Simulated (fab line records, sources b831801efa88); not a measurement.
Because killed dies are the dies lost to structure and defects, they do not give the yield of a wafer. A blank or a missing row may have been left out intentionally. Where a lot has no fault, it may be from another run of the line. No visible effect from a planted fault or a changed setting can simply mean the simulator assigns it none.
fab line records    flow gf180mcu    part 1 of 2: steps 1 to 34 of 47
record: lots: 5  wafers: 15  lastDay: 34
route steps=602 shown LVPWELL@61 MVSD@66 MVPSD@78 VT_IMPLANT@90
lots that met no fault: taken from a fault-free run of the same line
startH: hours from the record's opening day to when the first of the lot's shown wafers began    waitH: time in hours since the lot's previous step    " same as the row above    L1.1+2: several wafers, shown together as one row    - either no value or no given start    * or withheld: withheld    < > ~ a bound
route shown NAME@n: a module of which the file shows steps, and the number in the route of the first    usual: average and standard deviation across the fault-free wafers    same: alike in all rows    chamber/n: place in a boat    sites: each site's reading    _std_site: their standard deviation    _edge_site: the outer-site mean with the inner-site mean subtracted    radiusMm: how far each site lies from the wafer's centre    mask NAME#n: copy n    behind: the last tool/chamber to shape the wafer    hold: cause of the lot's hold/its duration in hours/its outcome    device: the transistor (n, p or np) that didn't switch    end of line: the same wafers' tests at the end of the route    a step given without rows: its recipe and nothing more    killed: dies lost to structure and defects at the first sort, not the wafer's yield    map: shows each die of a wafer: x if killed, . if not, _ if none is there
set.NAME: the setting the step ran with; set.NAME@STEP: the setting that earlier step ran with    model.NAME: the simulator's own value behind a step, which no gauge read
lots at selected steps of the route; one table per step, one row per wafer
services: the hour from which a tool's chamber was out of use, counted from the record's first day as startH (under 0 if before that day), plus the number of hours and why
== steps ==
step: GF_LVPWELL_OVL_MEAS_07
usual: LVPWELL_OVL: 0.1/1.2
lot.wafer  tool        chamber  startH  waitH  LVPWELL_OVL[nm]
L074.2     overlay-02  -        68.31   -      0.4
L074.3     "           -        "       "      0.4
L074.5     "           -        "       "      1.0
L083.1     overlay-01  -        120.78  -      1.4
L083.4     "           -        "       "      -0.4
L083.5     "           -        "       "      1.3
L091.2     overlay-01  -        165.63  -      0.5
L091.4     "           -        "       "      -0.5
L091.6     "           -        "       "      2.0
L092.1     overlay-02  -        169.13  -      0.1
L092.4     "           -        "       "      -0.2
L092.6     "           -        "       "      -0.5
L097.3     overlay-01  -        197.74  -      1.5
L097.4     "           -        "       "      -0.2
L097.6     "           -        "       "      -0.2
step: GF_LVPWELL_IMPLANT_08
recipe: species: B  energyKev: 170  doseCm2: 1.5e+13  tiltDeg: 0
lot.wafer   tool          chamber  startH  waitH
L074.2+3+5  implanter-04  0        68.36   0.0
L083.1+4+5  implanter-03  0        120.82  0.0
L091.2+4+6  implanter-01  0        165.69  0.0
L092.1+4+6  implanter-04  0        169.16  0.0
L097.3+4+6  implanter-04  0        197.81  0.1
step: GF_LVPWELL_IMPLANT_09
recipe: species: B  energyKev: 60  doseCm2: 5e+12  tiltDeg: 0
lot.wafer   tool          chamber  startH  waitH
L074.2+3+5  implanter-04  0        68.51   0.1
L083.1+4+5  implanter-03  0        120.97  0.1
L091.2+4+6  implanter-01  0        165.84  0.1
L092.1+4+6  implanter-04  0        169.31  0.1
L097.3+4+6  implanter-04  0        197.96  0.1
step: GF_LVPWELL_STRIP_10
recipe: chemistry: O2/N2  powerW: 1400  pressureMtorr: 1500  platenTempC: 250  o2FlowSccm: 3000  n2FlowSccm: 300  overashFraction: 0.5
usual: drypumpMotorCurrentA: 5.9/0.37  heaterPowerW: 314/50  oesProductAu: 0.723/0.0052  stripTimeToEndpointS: 36.94/0.11
lot.wafer  tool            chamber  startH  waitH  drypumpMotorCurrentA  heaterPowerW  oesProductAu  rfHoursCounterH  stripTimeToEndpointS
L074.2     plasmaAsher-03  0        68.64   0.1    5.7                   302           0.723         30               36.98
L074.3     "               0        "       "      5.7                   299           0.719         -                36.91
L074.5     "               1        "       "      4.9                   330           0.716         -                36.99
L083.1     plasmaAsher-01  1        121.12  0.1    6.0                   327           0.716         51               37.07
L083.4     "               1        "       "      6.0                   320           0.719         -                37.01
L083.5     "               0        "       "      6.4                   249           0.720         -                36.94
L091.2     plasmaAsher-04  1        165.96  0.1    6.0                   382           0.727         38               37.05
L091.4     "               1        "       "      6.0                   396           0.727         -                37.03
L091.6     "               1        "       "      6.1                   385           0.727         -                36.98
L092.1     plasmaAsher-04  0        169.46  0.1    6.0                   279           0.730         38               37.09
L092.4     "               1        "       "      6.0                   381           0.715         -                36.98
L092.6     "               0        "       "      6.0                   276           0.724         -                37.06
L097.3     plasmaAsher-01  1        198.10  0.1    6.0                   325           0.722         -                36.90
L097.4     "               0        "       "      6.4                   240           0.721         -                36.89
L097.6     "               1        "       "      6.0                   322           0.721         -                36.90
step: GF_LVPWELL_TW_MEAS_11
usual: LVPWELL_TW: 555/3.5
lot.wafer  tool          chamber  startH  waitH  LVPWELL_TW
L074.2     filmMetro-04  -        68.75   0.1    555
L074.3     "             -        "       "      554
L074.5     "             -        "       "      553
L083.1     filmMetro-04  -        121.22  0.1    553
L083.4     "             -        "       "      555
L083.5     "             -        "       "      549
L091.2     filmMetro-03  -        166.07  0.1    550
L091.4     "             -        "       "      553
L091.6     "             -        "       "      550
L092.1     filmMetro-04  -        169.56  0.1    558
L092.4     "             -        "       "      555
L092.6     "             -        "       "      554
L097.3     filmMetro-01  -        198.18  0.1    560
L097.4     "             -        "       "      558
L097.6     "             -        "       "      560
step: GF_MVSD_DEHYDRATE_00
recipe: tempC: 200  timeS: 60
lot.wafer   tool           chamber  startH  waitH
L074.2+3+5  lithoTrack-01  0        74.00   5.2
L083.1+4+5  lithoTrack-03  0        127.88  6.7
L091.2+4+6  lithoTrack-04  0        173.12  7.0
L092.1+4+6  lithoTrack-04  0        177.29  7.7
L097.3+4+6  lithoTrack-04  0        205.69  7.5
step: GF_MVSD_HMDS_01
recipe: primeTimeS: 60  primeTempC: 120
usual: primeTempC: 119.97/0.14
lot.wafer  tool           chamber  startH  waitH  primeTempC
L074.2     lithoTrack-01  0        74.15   0.1    120.04
L074.3     "              0        "       "      120.10
L074.5     "              0        "       "      120.03
L083.1     lithoTrack-03  0        128.03  0.1    119.97
L083.4     "              0        "       "      119.86
L083.5     "              0        "       "      119.92
L091.2     lithoTrack-04  0        173.27  0.1    119.90
L091.4     "              0        "       "      119.93
L091.6     "              0        "       "      119.67
L092.1     lithoTrack-04  0        177.44  0.1    120.14
L092.4     "              0        "       "      119.99
L092.6     "              0        "       "      119.99
L097.3     lithoTrack-04  0        205.84  0.1    120.07
L097.4     "              0        "       "      119.84
L097.6     "              0        "       "      120.00
step: GF_MVSD_COAT_02
recipe: spinRpm: 2000  resistThkNm: 3000
usual: spinSpeedRpm: 2000.0/1.2
lot.wafer  tool           chamber  startH  waitH  spinSpeedRpm
L074.2     lithoTrack-01  0        74.30   0.1    2002.0
L074.3     "              0        "       "      2000.2
L074.5     "              0        "       "      1999.8
L083.1     lithoTrack-03  0        128.18  0.1    2001.6
L083.4     "              0        "       "      2002.6
L083.5     "              0        "       "      2001.6
L091.2     lithoTrack-04  0        173.42  0.1    1998.5
L091.4     "              0        "       "      1999.1
L091.6     "              0        "       "      1998.5
L092.1     lithoTrack-04  0        177.59  0.1    1999.0
L092.4     "              0        "       "      1999.5
L092.6     "              0        "       "      1997.9
L097.3     lithoTrack-04  0        205.99  0.1    2001.3
L097.4     "              0        "       "      1999.8
L097.6     "              0        "       "      2000.2
step: GF_MVSD_SOFTBAKE_03
recipe: tempC: 110  timeS: withheld
lot.wafer   tool           chamber  startH  waitH
L074.2+3+5  lithoTrack-01  0        74.46   0.1
L083.1+4+5  lithoTrack-03  0        128.33  0.1
L091.2+4+6  lithoTrack-04  0        173.58  0.1
L092.1+4+6  lithoTrack-04  0        177.74  0.1
L097.3+4+6  lithoTrack-04  0        206.16  0.1
step: GF_MVSD_EXPOSE_04
recipe: maskId: MVSD  targetCdNm: 1000  na: 0.6  sourceShape: conventional  sigmaOuter: 0.6  doseMj: 260
lot.wafer   tool             chamber  startH  waitH  mask
L074.2+3+5  ilineStepper-02  0        -       -      MVSD#0
L083.1+4+5  ilineStepper-02  0        -       -      MVSD#0
L091.2+4+6  ilineStepper-02  0        -       -      MVSD#0
L092.1+4+6  ilineStepper-02  0        -       -      MVSD#0
L097.3+4+6  ilineStepper-01  0        -       -      MVSD#0
step: GF_MVSD_PEB_05
recipe: tempC: 115  timeS: withheld
lot.wafer   tool           chamber  startH  waitH
L074.2+3+5  lithoTrack-04  0        -       -
L083.1+4+5  lithoTrack-01  0        -       -
L091.2+4+6  lithoTrack-04  0        -       -
L092.1+4+6  lithoTrack-03  0        -       -
L097.3+4+6  lithoTrack-03  0        -       -
step: GF_MVSD_DEVELOP_06
recipe: wallAngleDeg: 90  developTimeS: 60  devTempC: 23
lot.wafer   tool           chamber  startH  waitH
L074.2+3+5  lithoTrack-04  0        -       -
L083.1+4+5  lithoTrack-01  0        -       -
L091.2+4+6  lithoTrack-04  0        -       -
L092.1+4+6  lithoTrack-03  0        -       -
L097.3+4+6  lithoTrack-03  0        -       -
step: GF_MVSD_OVL_MEAS_07
usual: MVSD_OVL: -1.1/1.5
lot.wafer  tool        chamber  startH  waitH  MVSD_OVL[nm]
L074.2     overlay-02  -        81.20   -      -1.2
L074.3     "           -        "       "      -0.1
L074.5     "           -        "       "      -1.4
L083.1     overlay-02  -        135.98  -      -0.6
L083.4     "           -        "       "      -0.6
L083.5     "           -        "       "      -3.0
L091.2     overlay-01  -        182.05  -      -1.2
L091.4     "           -        "       "      -2.0
L091.6     "           -        "       "      -0.4
L092.1     overlay-02  -        186.23  -      -2.1
L092.4     "           -        "       "      -2.2
L092.6     "           -        "       "      -2.6
L097.3     overlay-01  -        215.14  -      -0.2
L097.4     "           -        "       "      0.5
L097.6     "           -        "       "      0.7
step: GF_MVSD_IMPLANT_08
recipe: species: P  energyKev: 400  doseCm2: 1.6e+13  tiltDeg: 0
lot.wafer   tool          chamber  startH  waitH
L074.2+3+5  implanter-02  0        81.25   0.0
L083.1+4+5  implanter-02  0        136.01  0.0
L091.2+4+6  implanter-02  0        182.10  0.0
L092.1+4+6  implanter-04  0        186.26  0.0
L097.3+4+6  implanter-02  0        215.21  0.1
step: GF_MVSD_IMPLANT_09
recipe: species: P  energyKev: 100  doseCm2: 5e+12  tiltDeg: 0
lot.wafer   tool          chamber  startH  waitH
L074.2+3+5  implanter-02  0        81.40   0.1
L083.1+4+5  implanter-02  0        136.16  0.1
L091.2+4+6  implanter-02  0        182.25  0.1
L092.1+4+6  implanter-04  0        186.41  0.1
L097.3+4+6  implanter-02  0        215.36  0.1
step: GF_MVSD_STRIP_10
recipe: chemistry: O2/N2  powerW: 1400  pressureMtorr: 1500  platenTempC: 250  o2FlowSccm: 3000  n2FlowSccm: 300  overashFraction: 0.5
usual: drypumpMotorCurrentA: 6.0/0.31  heaterPowerW: 326/59  oesProductAu: 0.723/0.0044  stripTimeToEndpointS: 36.91/0.12
lot.wafer  tool            chamber  startH  waitH  drypumpMotorCurrentA  heaterPowerW  oesProductAu  rfHoursCounterH  stripTimeToEndpointS
L074.2     plasmaAsher-04  0        81.53   0.1    6.0                   277           0.727         29               36.79
L074.3     "               1        "       "      6.1                   384           0.727         -                36.78
L074.5     "               0        "       "      6.0                   277           0.720         -                36.84
L083.1     plasmaAsher-01  0        136.31  0.1    6.4                   242           0.721         53               36.71
L083.4     "               0        "       "      6.4                   246           0.716         -                36.77
L083.5     "               1        "       "      6.0                   318           0.729         -                36.83
L091.2     plasmaAsher-02  1        182.38  0.1    6.3                   418           0.717         59               36.93
L091.4     "               1        "       "      6.3                   414           0.720         -                36.99
L091.6     "               1        "       "      6.3                   423           0.728         -                36.97
L092.1     plasmaAsher-01  0        186.56  0.1    6.4                   240           0.725         59               37.04
L092.4     "               0        "       "      6.4                   242           0.722         -                37.09
L092.6     "               0        "       "      6.4                   241           0.724         -                37.07
L097.3     plasmaAsher-04  0        215.50  0.1    6.0                   276           0.723         -                36.84
L097.4     "               1        "       "      6.1                   383           0.722         -                36.86
L097.6     "               1        "       "      6.0                   385           0.725         -                36.84
step: GF_MVSD_TW_MEAS_11
usual: MVSD_TW: 1568/13
lot.wafer  tool          chamber  startH  waitH  MVSD_TW
L074.2     filmMetro-04  -        81.64   0.1    1548
L074.3     "             -        "       "      1555
L074.5     "             -        "       "      1552
L083.1     filmMetro-03  -        136.41  0.1    1558
L083.4     "             -        "       "      1564
L083.5     "             -        "       "      1561
L091.2     filmMetro-03  -        182.49  0.1    1557
L091.4     "             -        "       "      1564
L091.6     "             -        "       "      1567
L092.1     filmMetro-03  -        186.66  0.1    1559
L092.4     "             -        "       "      1569
L092.6     "             -        "       "      1569
L097.3     filmMetro-01  -        215.58  0.1    1593
L097.4     "             -        "       "      1590
L097.6     "             -        "       "      1577
step: GF_MVPSD_DEHYDRATE_00
recipe: tempC: 200  timeS: 60
lot.wafer   tool           chamber  startH  waitH
L074.2+3+5  lithoTrack-03  0        87.80   6.2
L083.1+4+5  lithoTrack-02  0        143.18  6.8
L091.2+4+6  lithoTrack-04  0        190.07  7.6
L092.1+4+6  lithoTrack-04  0        194.84  8.2
L097.3+4+6  lithoTrack-02  0        223.73  8.1
step: GF_MVPSD_HMDS_01
recipe: primeTimeS: 60  primeTempC: 120
usual: primeTempC: 119.99/0.15
lot.wafer  tool           chamber  startH  waitH  primeTempC
L074.2     lithoTrack-03  0        87.95   0.1    119.95
L074.3     "              0        "       "      119.82
L074.5     "              0        "       "      119.55
L083.1     lithoTrack-02  0        143.33  0.1    119.69
L083.4     "              0        "       "      119.94
L083.5     "              0        "       "      119.82
L091.2     lithoTrack-04  0        190.22  0.1    120.05
L091.4     "              0        "       "      119.76
L091.6     "              0        "       "      119.98
L092.1     lithoTrack-04  0        194.99  0.1    120.06
L092.4     "              0        "       "      120.04
L092.6     "              0        "       "      120.04
L097.3     lithoTrack-02  0        223.88  0.1    120.20
L097.4     "              0        "       "      120.07
L097.6     "              0        "       "      120.16
step: GF_MVPSD_COAT_02
recipe: spinRpm: 2000  resistThkNm: 3000
usual: spinSpeedRpm: 1999.8/1.3
lot.wafer  tool           chamber  startH  waitH  spinSpeedRpm
L074.2     lithoTrack-03  0        88.10   0.1    1998.5
L074.3     "              0        "       "      1998.9
L074.5     "              0        "       "      2000.5
L083.1     lithoTrack-02  0        143.48  0.1    2000.0
L083.4     "              0        "       "      2000.7
L083.5     "              0        "       "      2000.1
L091.2     lithoTrack-04  0        190.37  0.1    1999.5
L091.4     "              0        "       "      1997.9
L091.6     "              0        "       "      1997.7
L092.1     lithoTrack-04  0        195.14  0.1    2000.6
L092.4     "              0        "       "      2001.3
L092.6     "              0        "       "      2000.0
L097.3     lithoTrack-02  0        224.03  0.1    1999.6
L097.4     "              0        "       "      1998.4
L097.6     "              0        "       "      2001.3
step: GF_MVPSD_SOFTBAKE_03
recipe: tempC: 110  timeS: withheld
lot.wafer   tool           chamber  startH  waitH
L074.2+3+5  lithoTrack-03  0        88.26   0.1
L083.1+4+5  lithoTrack-02  0        143.63  0.1
L091.2+4+6  lithoTrack-04  0        190.53  0.1
L092.1+4+6  lithoTrack-04  0        195.29  0.1
L097.3+4+6  lithoTrack-02  0        224.19  0.1
step: GF_MVPSD_EXPOSE_04
recipe: maskId: MVPSD  targetCdNm: 1000  na: 0.6  sourceShape: conventional  sigmaOuter: 0.6  doseMj: 260
lot.wafer   tool             chamber  startH  waitH  mask
L074.2+3+5  ilineStepper-01  0        -       -      MVPSD#0
L083.1+4+5  ilineStepper-02  0        -       -      MVPSD#0
L091.2+4+6  ilineStepper-02  0        -       -      MVPSD#0
L092.1+4+6  ilineStepper-02  0        -       -      MVPSD#0
L097.3+4+6  ilineStepper-01  0        -       -      MVPSD#0
step: GF_MVPSD_PEB_05
recipe: tempC: 115  timeS: withheld
lot.wafer   tool           chamber  startH  waitH
L074.2+3+5  lithoTrack-04  0        -       -
L083.1+4+5  lithoTrack-04  0        -       -
L091.2+4+6  lithoTrack-04  0        -       -
L092.1+4+6  lithoTrack-02  0        -       -
L097.3+4+6  lithoTrack-02  0        -       -
step: GF_MVPSD_DEVELOP_06
recipe: wallAngleDeg: 90  developTimeS: 60  devTempC: 23
lot.wafer   tool           chamber  startH  waitH
L074.2+3+5  lithoTrack-04  0        -       -
L083.1+4+5  lithoTrack-04  0        -       -
L091.2+4+6  lithoTrack-04  0        -       -
L092.1+4+6  lithoTrack-02  0        -       -
L097.3+4+6  lithoTrack-02  0        -       -
step: GF_MVPSD_OVL_MEAS_07
usual: MVPSD_OVL: 0.0/1.6
lot.wafer  tool        chamber  startH  waitH  MVPSD_OVL[nm]
L074.2     overlay-01  -        95.70   -      -1.2
L074.3     "           -        "       "      -1.3
L074.5     "           -        "       "      -1.8
L083.1     overlay-01  -        151.99  -      2.8
L083.4     "           -        "       "      2.1
L083.5     "           -        "       "      1.3
L091.2     overlay-01  -        199.10  -      -1.0
L091.4     "           -        "       "      -0.5
L091.6     "           -        "       "      -1.0
L092.1     overlay-01  -        203.73  -      -1.6
L092.4     "           -        "       "      -1.3
L092.6     "           -        "       "      -0.4
L097.3     overlay-01  -        232.94  -      -1.3
L097.4     "           -        "       "      1.3
L097.6     "           -        "       "      1.1
step: GF_MVPSD_IMPLANT_08
recipe: species: B  energyKev: 170  doseCm2: 1.5e+13  tiltDeg: 0
lot.wafer   tool          chamber  startH  waitH
L074.2+3+5  implanter-01  0        95.75   0.0
L083.1+4+5  implanter-01  0        152.03  0.0
L091.2+4+6  implanter-01  0        199.15  0.0
L092.1+4+6  implanter-01  0        203.76  0.0
L097.3+4+6  implanter-02  0        233.01  0.1
step: GF_MVPSD_IMPLANT_09
recipe: species: B  energyKev: 40  doseCm2: 5e+12  tiltDeg: 0
lot.wafer   tool          chamber  startH  waitH
L074.2+3+5  implanter-01  0        95.90   0.1
L083.1+4+5  implanter-01  0        152.18  0.1
L091.2+4+6  implanter-01  0        199.30  0.1
L092.1+4+6  implanter-01  0        203.91  0.1
L097.3+4+6  implanter-02  0        233.16  0.1
step: GF_MVPSD_STRIP_10
recipe: chemistry: O2/N2  powerW: 1400  pressureMtorr: 1500  platenTempC: 250  o2FlowSccm: 3000  n2FlowSccm: 300  overashFraction: 0.5
usual: drypumpMotorCurrentA: 5.7/0.46  heaterPowerW: 339/50  oesProductAu: 0.722/0.0049  stripTimeToEndpointS: 36.95/0.11
lot.wafer  tool            chamber  startH  waitH  drypumpMotorCurrentA  heaterPowerW  oesProductAu  rfHoursCounterH  stripTimeToEndpointS
L074.2     plasmaAsher-04  0        96.03   0.1    6.0                   266           0.719         30               36.85
L074.3     "               1        "       "      6.1                   393           0.723         -                36.92
L074.5     "               0        "       "      5.9                   279           0.717         -                36.96
L083.1     plasmaAsher-03  1        152.33  0.1    4.9                   320           0.728         2                37.00
L083.4     "               1        "       "      4.9                   316           0.725         -                37.02
L083.5     "               1        "       "      4.8                   319           0.720         -                37.04
L091.2     plasmaAsher-02  1        199.43  0.1    6.3                   411           0.721         61               37.04
L091.4     "               0        "       "      5.3                   310           0.719         -                36.93
L091.6     "               1        "       "      6.3                   415           0.716         -                36.93
L092.1     plasmaAsher-04  1        204.06  0.1    6.0                   393           0.717         42               37.04
L092.4     "               1        "       "      6.1                   380           0.718         -                36.98
L092.6     "               1        "       "      6.1                   383           0.724         -                36.89
L097.3     plasmaAsher-02  1        233.30  0.1    6.2                   409           0.732         -                36.97
L097.4     "               0        "       "      5.4                   316           0.718         -                36.96
L097.6     "               1        "       "      6.3                   415           0.721         -                36.86
step: GF_MVPSD_TW_MEAS_11
usual: MVPSD_TW: 551/4.3
lot.wafer  tool          chamber  startH  waitH  MVPSD_TW
L074.2     filmMetro-01  -        96.14   0.1    551
L074.3     "             -        "       "      546
L074.5     "             -        "       "      553
L083.1     filmMetro-01  -        152.43  0.1    556
L083.4     "             -        "       "      555
L083.5     "             -        "       "      553
L091.2     filmMetro-03  -        199.54  0.1    548
L091.4     "             -        "       "      547
L091.6     "             -        "       "      549
L092.1     filmMetro-01  -        204.16  0.1    554
L092.4     "             -        "       "      553
L092.6     "             -        "       "      555
L097.3     filmMetro-01  -        233.38  0.1    559
L097.4     "             -        "       "      562
L097.6     "             -        "       "      560
step: GF_VT_IMPLANT_DEHYDRATE_00
recipe: tempC: 200  timeS: 60
lot.wafer   tool           chamber  startH  waitH
L074.2+3+5  lithoTrack-01  0        102.00  5.9
L083.1+4+5  lithoTrack-03  0        159.63  7.2
L091.2+4+6  lithoTrack-01  0        207.55  8.0
L092.1+4+6  lithoTrack-03  0        212.53  8.4
L097.3+4+6  lithoTrack-01  0        241.42  8.0
step: GF_VT_IMPLANT_HMDS_01
recipe: primeTimeS: 60  primeTempC: 120
usual: primeTempC: 120.03/0.16
lot.wafer  tool           chamber  startH  waitH  primeTempC
L074.2     lithoTrack-01  0        102.15  0.1    120.20
L074.3     "              0        "       "      119.85
L074.5     "              0        "       "      120.23
L083.1     lithoTrack-03  0        159.78  0.1    119.88
L083.4     "              0        "       "      119.97
L083.5     "              0        "       "      119.93
L091.2     lithoTrack-01  0        207.70  0.1    120.25
L091.4     "              0        "       "      120.15
L091.6     "              0        "       "      120.14
L092.1     lithoTrack-03  0        212.68  0.1    120.10
L092.4     "              0        "       "      119.98
L092.6     "              0        "       "      120.08
L097.3     lithoTrack-01  0        241.57  0.1    120.12
L097.4     "              0        "       "      120.07
L097.6     "              0        "       "      120.01
step: GF_VT_IMPLANT_COAT_02
recipe: resist: NOVOLAK  spinRpm: 3000  resistThkNm: 1000
usual: spinSpeedRpm: 2999.5/1.9
lot.wafer  tool           chamber  startH  waitH  spinSpeedRpm
L074.2     lithoTrack-01  0        102.30  0.1    3001.5
L074.3     "              0        "       "      2998.8
L074.5     "              0        "       "      3001.0
L083.1     lithoTrack-03  0        159.93  0.1    3000.4
L083.4     "              0        "       "      3003.2
L083.5     "              0        "       "      2998.1
L091.2     lithoTrack-01  0        207.85  0.1    3000.4
L091.4     "              0        "       "      3000.1
L091.6     "              0        "       "      3002.1
L092.1     lithoTrack-03  0        212.83  0.1    3002.4
L092.4     "              0        "       "      3000.8
L092.6     "              0        "       "      3002.2
L097.3     lithoTrack-01  0        241.72  0.1    2998.0
L097.4     "              0        "       "      2999.8
L097.6     "              0        "       "      2997.3
step: GF_VT_IMPLANT_SOFTBAKE_03
recipe: tempC: 90  timeS: 60  resist: NOVOLAK
lot.wafer   tool           chamber  startH  waitH
L074.2+3+5  lithoTrack-01  0        102.45  0.1
L083.1+4+5  lithoTrack-03  0        160.08  0.1
L091.2+4+6  lithoTrack-01  0        208.00  0.1
L092.1+4+6  lithoTrack-03  0        212.98  0.1
L097.3+4+6  lithoTrack-01  0        241.87  0.1
step: GF_VT_IMPLANT_EXPOSE_04
recipe: maskId: LVPWELL_LV_AREA  targetCdNm: 600  na: 0.6  sourceShape: conventional  sigmaOuter: 0.6  doseMj: 140
lot.wafer   tool             chamber  startH  waitH  mask
L074.2+3+5  ilineStepper-01  0        -       -      LVPWELL_LV_AREA#0
L083.1+4+5  ilineStepper-01  0        -       -      LVPWELL_LV_AREA#0
L091.2+4+6  ilineStepper-01  0        -       -      LVPWELL_LV_AREA#0
L092.1+4+6  ilineStepper-01  0        -       -      LVPWELL_LV_AREA#0
L097.3+4+6  ilineStepper-02  0        -       -      LVPWELL_LV_AREA#0
